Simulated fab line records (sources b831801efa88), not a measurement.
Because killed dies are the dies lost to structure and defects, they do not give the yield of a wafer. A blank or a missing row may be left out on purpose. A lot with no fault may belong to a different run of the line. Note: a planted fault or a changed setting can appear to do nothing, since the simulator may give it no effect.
fab line records + flow sky130
record:
- lots: 15
- wafers: 45
- last_day: 50
route steps=708 shown METAL4@599 CAP2M@615 VIA4@640
lots with no fault: from the same line, run without faults
start_h: hours from the record's first day to the start of the lot's first wafer shown + wait_h: time in hours since the lot's previous step + " the same as in the row above + L1.1+2: one row covering several wafers at once + - no value, or no start was given + * or withheld: withheld + < > ~ a bound
route shown NAME@n: a module of which the file shows steps, and the number in the route of the first + usual: mean and standard deviation over wafers with no fault + same: alike in all rows + chamber/n: place in a boat + sites: the reading at each site + _std_site: how widely they spread, as a standard deviation + _edge_site: the outer-site mean with the inner-site mean subtracted + radius_mm: for every site, how far away it sits from the centre of the wafer + mask NAME#n: copy n + behind: tool/chamber where the wafer was last shaped + hold: reason for holding the lot/hours on hold/outcome of the hold + device: the transistor (n, p or np) that didn't switch + end of line: the tests these same wafers got at the end of their route + step lacking rows: just its recipe + killed: count of dies lost to structure and defects at first sort (not the wafer's yield) + map: a wafer's dies, x killed, . not, _ none there
set.NAME: the setting the step ran with; set.NAME@STEP: the setting that earlier step ran with + model.NAME: the simulator's own value behind a step, which no gauge read
route steps across a sampled set of lots; one table per step, one row per wafer
services: a tool's chamber out of use, with start hour (start_h, from the record's first day; less than 0 if before it), hours out, and reason
== steps ==
step: SKY_METAL4_SPUTTER_01
recipe:
- material: TiN
- target_thk_nm: 20
- power_w: 6500
- time_s: 16.7
- chamber_pressure_pa: 0.4
usual:
- throttle_valve_pct: 29.9/1.1
| lot.wafer | tool           | chamber | start_h | wait_h | throttle_valve_pct |
|-----------|----------------|---------|---------|--------|--------------------|
| L755.1    | pvd_sputter-03 | -       | 935.81  | 0.0    | 29.9               |
| L755.3    | "              | -       | "       | "      | 29.7               |
| L755.6    | "              | -       | "       | "      | 29.3               |
| L758.1    | pvd_sputter-01 | -       | 952.08  | 0.0    | 28.3               |
| L758.4    | "              | -       | "       | "      | 31.3               |
| L758.5    | "              | -       | "       | "      | 30.6               |
| L759.2    | pvd_sputter-01 | -       | 980.12  | 0.0    | 31.0               |
| L759.3    | "              | -       | "       | "      | 29.0               |
| L759.5    | "              | -       | "       | "      | 28.5               |
| L760.3    | pvd_sputter-03 | -       | 981.26  | 0.0    | 29.3               |
| L760.4    | "              | -       | "       | "      | 29.6               |
| L760.6    | "              | -       | "       | "      | 29.9               |
| L763.2    | pvd_sputter-01 | -       | 986.89  | 0.0    | 29.1               |
| L763.3    | "              | -       | "       | "      | 31.1               |
| L763.5    | "              | -       | "       | "      | 28.4               |
| L765.1    | pvd_sputter-03 | -       | 1002.92 | 0.0    | 29.5               |
| L765.2    | "              | -       | "       | "      | 29.3               |
| L765.5    | "              | -       | "       | "      | 29.6               |
| L766.1    | pvd_sputter-02 | -       | 1008.39 | 0.0    | 28.5               |
| L766.5    | "              | -       | "       | "      | 31.1               |
| L766.6    | "              | -       | "       | "      | 28.8               |
| L767.1    | pvd_sputter-03 | -       | 1014.26 | 0.0    | 29.5               |
| L767.2    | "              | -       | "       | "      | 30.2               |
| L767.6    | "              | -       | "       | "      | 30.8               |
| L771.3    | pvd_sputter-01 | -       | 1040.45 | 0.0    | 30.6               |
| L771.4    | "              | -       | "       | "      | 29.1               |
| L771.6    | "              | -       | "       | "      | 31.4               |
| L773.3    | pvd_sputter-02 | -       | 1045.47 | 0.0    | 31.9               |
| L773.5    | "              | -       | "       | "      | 29.2               |
| L773.6    | "              | -       | "       | "      | 31.9               |
| L775.1    | pvd_sputter-03 | -       | 1066.19 | 0.0    | 29.8               |
| L775.5    | "              | -       | "       | "      | 30.9               |
| L775.6    | "              | -       | "       | "      | 29.5               |
| L774.1    | pvd_sputter-01 | -       | 1067.91 | 0.0    | 30.4               |
| L774.2    | "              | -       | "       | "      | 31.3               |
| L774.6    | "              | -       | "       | "      | 31.1               |
| L776.3    | pvd_sputter-02 | -       | 1069.64 | 0.0    | 31.5               |
| L776.5    | "              | -       | "       | "      | 28.6               |
| L776.6    | "              | -       | "       | "      | 31.4               |
| L777.1    | pvd_sputter-01 | -       | 1077.44 | 0.0    | 29.4               |
| L777.3    | "              | -       | "       | "      | 31.1               |
| L777.4    | "              | -       | "       | "      | 28.3               |
| L778.1    | pvd_sputter-01 | -       | 1081.17 | 0.0    | 29.2               |
| L778.3    | "              | -       | "       | "      | 31.2               |
| L778.5    | "              | -       | "       | "      | 31.0               |
step: SKY_CAP2M_OVL_MEAS_12
usual:
- CAP2M_OVL: 0.1/1.5
| lot.wafer | tool       | chamber | start_h | wait_h | CAP2M_OVL[nm] |
|-----------|------------|---------|---------|--------|---------------|
| L755.1    | overlay-02 | -       | 960.67  | 0.1    | -2.0          |
| L755.3    | "          | -       | "       | "      | -2.5          |
| L755.6    | "          | -       | "       | "      | -0.8          |
| L758.1    | overlay-01 | -       | 976.75  | 0.1    | 0.3           |
| L758.4    | "          | -       | "       | "      | 1.9           |
| L758.5    | "          | -       | "       | "      | 1.2           |
| L759.2    | overlay-01 | -       | 1004.03 | 0.1    | 1.9           |
| L759.3    | "          | -       | "       | "      | 2.8           |
| L759.5    | "          | -       | "       | "      | 1.5           |
| L760.3    | overlay-01 | -       | 1005.66 | 0.1    | 1.7           |
| L760.4    | "          | -       | "       | "      | 2.0           |
| L760.6    | "          | -       | "       | "      | 1.3           |
| L763.2    | overlay-01 | -       | 1010.06 | 0.1    | 0.6           |
| L763.3    | "          | -       | "       | "      | 0.6           |
| L763.5    | "          | -       | "       | "      | 2.1           |
| L765.1    | overlay-02 | -       | 1025.47 | 0.1    | -0.2          |
| L765.2    | "          | -       | "       | "      | -0.9          |
| L765.5    | "          | -       | "       | "      | -0.3          |
| L766.1    | overlay-02 | -       | 1031.82 | 0.1    | 1.7           |
| L766.5    | "          | -       | "       | "      | 0.9           |
| L766.6    | "          | -       | "       | "      | 1.4           |
| L767.1    | overlay-02 | -       | 1037.07 | 0.1    | -1.2          |
| L767.2    | "          | -       | "       | "      | -1.1          |
| L767.6    | "          | -       | "       | "      | -0.3          |
| L771.3    | overlay-01 | -       | 1061.44 | 0.1    | -2.0          |
| L771.4    | "          | -       | "       | "      | 0.1           |
| L771.6    | "          | -       | "       | "      | -1.2          |
| L773.3    | overlay-01 | -       | 1067.17 | 0.1    | -0.3          |
| L773.5    | "          | -       | "       | "      | -2.3          |
| L773.6    | "          | -       | "       | "      | -2.0          |
| L775.1    | overlay-01 | -       | 1087.14 | 0.1    | 0.7           |
| L775.5    | "          | -       | "       | "      | 1.7           |
| L775.6    | "          | -       | "       | "      | 1.0           |
| L774.1    | overlay-02 | -       | 1088.64 | 0.1    | 0.0           |
| L774.2    | "          | -       | "       | "      | 0.3           |
| L774.6    | "          | -       | "       | "      | -0.8          |
| L776.3    | overlay-01 | -       | 1090.49 | 0.1    | 1.5           |
| L776.5    | "          | -       | "       | "      | 2.3           |
| L776.6    | "          | -       | "       | "      | 1.1           |
| L777.1    | overlay-02 | -       | 1098.42 | 0.1    | 0.1           |
| L777.3    | "          | -       | "       | "      | -0.7          |
| L777.4    | "          | -       | "       | "      | 1.0           |
| L778.1    | overlay-02 | -       | 1102.20 | 0.1    | -0.3          |
| L778.3    | "          | -       | "       | "      | -0.3          |
| L778.5    | "          | -       | "       | "      | -0.5          |
step: SKY_METAL4_STRIP_19
recipe:
- chemistry: O2/N2
- power_w: 1400
- pressure_mtorr: 1500
- platen_temp_c: withheld
- o2_flow_sccm: 3000
- n2_flow_sccm: 300
- overash_fraction: 0.5
usual:
- chamber_pressure_mTorr: 1499.9/1.3
- drypump_motor_current_A: 5.4/0.41
- oes_product_au: 0.502/0.0053
- strip_time_to_endpoint_s: 6.54/0.047
| lot.wafer | tool            | chamber | start_h | wait_h | chamber_pressure_mTorr | drypump_motor_current_A | oes_product_au | rf_hours_counter_h | strip_time_to_endpoint_s |
|-----------|-----------------|---------|---------|--------|------------------------|-------------------------|----------------|--------------------|--------------------------|
| L755.1    | plasma_asher-03 | 0       | 986.17  | 0.1    | 1497.7                 | 4.9                     | 0.512          | 116                | 6.57                     |
| L755.3    | "               | 0       | "       | "      | 1499.9                 | 4.9                     | 0.494          | -                  | 6.54                     |
| L755.6    | "               | 1       | "       | "      | 1498.8                 | 5.9                     | 0.499          | -                  | 6.45                     |
| L758.1    | plasma_asher-02 | 1       | 1002.04 | 0.1    | 1499.5                 | 5.4                     | 0.492          | 91                 | 6.42                     |
| L758.4    | "               | 1       | "       | "      | 1502.0                 | 5.4                     | 0.497          | -                  | 6.53                     |
| L758.5    | "               | 1       | "       | "      | 1500.2                 | 5.4                     | 0.505          | -                  | 6.55                     |
| L759.2    | plasma_asher-04 | 1       | 1028.02 | 0.1    | 1499.5                 | 4.9                     | 0.503          | 29                 | 6.60                     |
| L759.3    | "               | 1       | "       | "      | 1500.2                 | 4.9                     | 0.503          | -                  | 6.56                     |
| L759.5    | "               | 0       | "       | "      | 1500.1                 | 6.0                     | 0.502          | -                  | 6.60                     |
| L760.3    | plasma_asher-03 | 0       | 1029.69 | 0.1    | 1498.5                 | 4.9                     | 0.512          | -                  | 6.63                     |
| L760.4    | "               | 1       | "       | "      | 1500.6                 | 5.9                     | 0.505          | -                  | 6.54                     |
| L760.6    | "               | 1       | "       | "      | 1500.4                 | 5.9                     | 0.496          | -                  | 6.58                     |
| L763.2    | plasma_asher-02 | 0       | 1034.64 | 0.1    | 1501.1                 | 5.7                     | 0.490          | 94                 | 6.44                     |
| L763.3    | "               | 1       | "       | "      | 1497.7                 | 5.4                     | 0.510          | -                  | 6.53                     |
| L763.5    | "               | 0       | "       | "      | 1499.6                 | 5.7                     | 0.507          | -                  | 6.54                     |
| L765.1    | plasma_asher-03 | 0       | 1047.66 | 0.1    | -                      | -                       | -              | -                  | -                        |
| L765.2    | "               | 1       | "       | "      | -                      | -                       | -              | -                  | -                        |
| L765.5    | "               | 0       | "       | "      | -                      | -                       | -              | -                  | -                        |
| L766.1    | plasma_asher-04 | 1       | 1054.56 | 0.1    | -                      | -                       | -              | -                  | -                        |
| L766.5    | "               | 1       | "       | "      | -                      | -                       | -              | -                  | -                        |
| L766.6    | "               | 0       | "       | "      | -                      | -                       | -              | -                  | -                        |
| L767.1    | plasma_asher-02 | 1       | 1058.36 | 0.1    | -                      | -                       | -              | -                  | -                        |
| L767.2    | "               | 0       | "       | "      | -                      | -                       | -              | -                  | -                        |
| L767.6    | "               | 0       | "       | "      | -                      | -                       | -              | -                  | -                        |
| L771.3    | plasma_asher-02 | 1       | 1083.54 | 0.1    | 1498.0                 | 5.3                     | 0.488          | -                  | 6.50                     |
| L771.4    | "               | 0       | "       | "      | 1500.0                 | 5.7                     | 0.496          | -                  | 6.55                     |
| L771.6    | "               | 0       | "       | "      | 1500.0                 | 5.6                     | 0.502          | -                  | 6.57                     |
| L773.3    | plasma_asher-04 | 0       | 1088.13 | 0.1    | 1501.6                 | 6.0                     | 0.502          | -                  | 6.57                     |
| L773.5    | "               | 0       | "       | "      | 1499.7                 | 6.0                     | 0.507          | -                  | 6.57                     |
| L773.6    | "               | 1       | "       | "      | 1498.3                 | 4.9                     | 0.504          | -                  | 6.53                     |
| L775.1    | plasma_asher-02 | 0       | 1108.26 | 0.1    | 1500.7                 | 5.6                     | 0.509          | 101                | 6.54                     |
| L775.5    | "               | 1       | "       | "      | 1500.4                 | 5.3                     | 0.509          | -                  | 6.48                     |
| L775.6    | "               | 0       | "       | "      | 1499.0                 | 5.6                     | 0.499          | -                  | 6.57                     |
| L774.1    | plasma_asher-03 | 1       | 1110.12 | 0.1    | 1499.6                 | 5.9                     | 0.507          | 5                  | 6.59                     |
| L774.2    | "               | 0       | "       | "      | 1498.7                 | 4.9                     | 0.504          | 5                  | 6.51                     |
| L774.6    | "               | 0       | "       | "      | 1500.7                 | 4.9                     | 0.499          | -                  | 6.47                     |
| L776.3    | plasma_asher-03 | 1       | 1111.75 | 0.1    | 1498.8                 | 5.9                     | 0.506          | -                  | 6.56                     |
| L776.5    | "               | 1       | "       | "      | 1500.1                 | 5.9                     | 0.503          | -                  | 6.52                     |
| L776.6    | "               | 0       | "       | "      | 1502.9                 | 4.9                     | 0.503          | -                  | 6.58                     |
| L777.1    | plasma_asher-02 | 1       | 1120.22 | 0.1    | 1499.1                 | 5.3                     | 0.507          | 102                | 6.55                     |
| L777.3    | "               | 0       | "       | "      | 1502.2                 | 5.6                     | 0.497          | -                  | 6.52                     |
| L777.4    | "               | 1       | "       | "      | 1497.7                 | 5.3                     | 0.502          | -                  | 6.51                     |
| L778.1    | plasma_asher-02 | 0       | 1123.62 | 0.1    | 1500.2                 | 5.7                     | 0.504          | 103                | 6.49                     |
| L778.3    | "               | 1       | "       | "      | 1500.0                 | 5.3                     | 0.499          | -                  | 6.41                     |
| L778.5    | "               | 1       | "       | "      | 1499.8                 | 5.3                     | 0.503          | -                  | 6.50                     |
step: SKY_VIA4_THK_MEAS_01
recipe:
- reads: SiO2_of_VIA4_HDPCVD_00
usual:
- VIA4_HDPCVD_THK: 1748/17
| lot.wafer | tool          | chamber | start_h | wait_h | VIA4_HDPCVD_THK[nm] |
|-----------|---------------|---------|---------|--------|---------------------|
| L755.1    | film_metro-03 | -       | 987.02  | 0.1    | 1750                |
| L755.3    | "             | -       | "       | "      | 1752                |
| L755.6    | "             | -       | "       | "      | 1748                |
| L758.1    | film_metro-04 | -       | 1002.81 | 0.1    | 1744                |
| L758.4    | "             | -       | "       | "      | 1745                |
| L758.5    | "             | -       | "       | "      | 1747                |
| L759.2    | film_metro-04 | -       | 1028.84 | 0.1    | 1767                |
| L759.3    | "             | -       | "       | "      | 1757                |
| L759.5    | "             | -       | "       | "      | 1766                |
| L760.3    | film_metro-03 | -       | 1030.46 | 0.1    | 1716                |
| L760.4    | "             | -       | "       | "      | 1713                |
| L760.6    | "             | -       | "       | "      | 1720                |
| L763.2    | film_metro-04 | -       | 1035.91 | 0.1    | 1730                |
| L763.3    | "             | -       | "       | "      | 1740                |
| L763.5    | "             | -       | "       | "      | 1758                |
| L771.3    | film_metro-01 | -       | 1084.31 | 0.1    | 1756                |
| L771.4    | "             | -       | "       | "      | 1744                |
| L771.6    | "             | -       | "       | "      | 1755                |
| L773.3    | film_metro-04 | -       | 1088.90 | 0.1    | 1729                |
| L773.5    | "             | -       | "       | "      | 1747                |
| L773.6    | "             | -       | "       | "      | 1730                |
| L775.1    | film_metro-04 | -       | 1109.10 | 0.1    | 1771                |
| L775.5    | "             | -       | "       | "      | 1777                |
| L775.6    | "             | -       | "       | "      | 1791                |
| L774.1    | film_metro-03 | -       | 1110.97 | 0.1    | 1729                |
| L774.2    | "             | -       | "       | "      | 1752                |
| L774.6    | "             | -       | "       | "      | 1725                |
| L776.3    | film_metro-01 | -       | 1112.58 | 0.1    | 1730                |
| L776.5    | "             | -       | "       | "      | 1757                |
| L776.6    | "             | -       | "       | "      | 1761                |
| L777.1    | film_metro-04 | -       | 1121.39 | 0.1    | 1766                |
| L777.3    | "             | -       | "       | "      | 1760                |
| L777.4    | "             | -       | "       | "      | 1751                |
| L778.1    | film_metro-01 | -       | 1124.44 | 0.1    | 1733                |
| L778.3    | "             | -       | "       | "      | 1740                |
| L778.5    | "             | -       | "       | "      | 1722                |
== services ==
| tool            | chamber | start_h | hours | kind       |
|-----------------|---------|---------|-------|------------|
| pvd_sputter-02  | -       | 916.83  | 3.3   | repair     |
| plasma_asher-03 | -       | 955.61  | 1.4   | repair     |
| plasma_asher-03 | -       | 967.38  | 0.8   | repair     |
| pvd_sputter-01  | -       | 980.41  | 4.4   | repair     |
| pvd_sputter-02  | -       | 987.22  | 1.5   | repair     |
| pvd_sputter-02  | -       | 1006.35 | 1.9   | repair     |
| plasma_asher-04 | -       | 1040.36 | 2.8   | pm         |
| pvd_sputter-03  | -       | 1045.19 | 3.9   | repair     |
| plasma_asher-03 | -       | 1055.25 | 9.0   | pm         |
| plasma_asher-03 | 0       | 1055.25 | 9.0   | vent_cycle |
| plasma_asher-03 | 1       | 1055.25 | 9.0   | vent_cycle |
| plasma_asher-03 | 0       | 1064.25 | -     | clean      |
| plasma_asher-03 | 1       | 1064.25 | -     | clean      |
| plasma_asher-02 | -       | 1077.12 | 2.8   | pm         |
| pvd_sputter-01  | -       | 1117.83 | 3.0   | repair     |
== key ==
first_sign:
- step: SKY_METAL4_STRIP_19
- reading: tool_record
- direction: missing
effect none on later readings
met_at SKY_METAL4_STRIP_19
struck_lots L765,L766,L767
later_rows_left_out L765.1,L765.2,L765.5,L766.1,L766.5,L766.6,L767.1,L767.2,L767.6
sort_left_out L765.1,L765.2,L765.5,L766.1,L766.5,L766.6,L767.1,L767.2,L767.6
not_acting_at SKY_METAL4_SPUTTER_01,SKY_CAP2M_OVL_MEAS_12,SKY_VIA4_THK_MEAS_01
onset_between 1034.64 1047.66
fault:
- kind: skipped_step_whole
- tool: plasma_asher-02,plasma_asher-03,plasma_asher-04
- chamber: -
- onset_h: 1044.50
- steps: SKY_METAL4_STRIP_19
- scope: struck_lots_only
sort_left_out: the simulated sort isn't trusted on such a fault, so these wafers' sort isn't shown, and their yield isn't known
later_rows_left_out: the simulator's readings of these wafers behind a module that went badly wrong aren't trusted and aren't shown, but for the sort
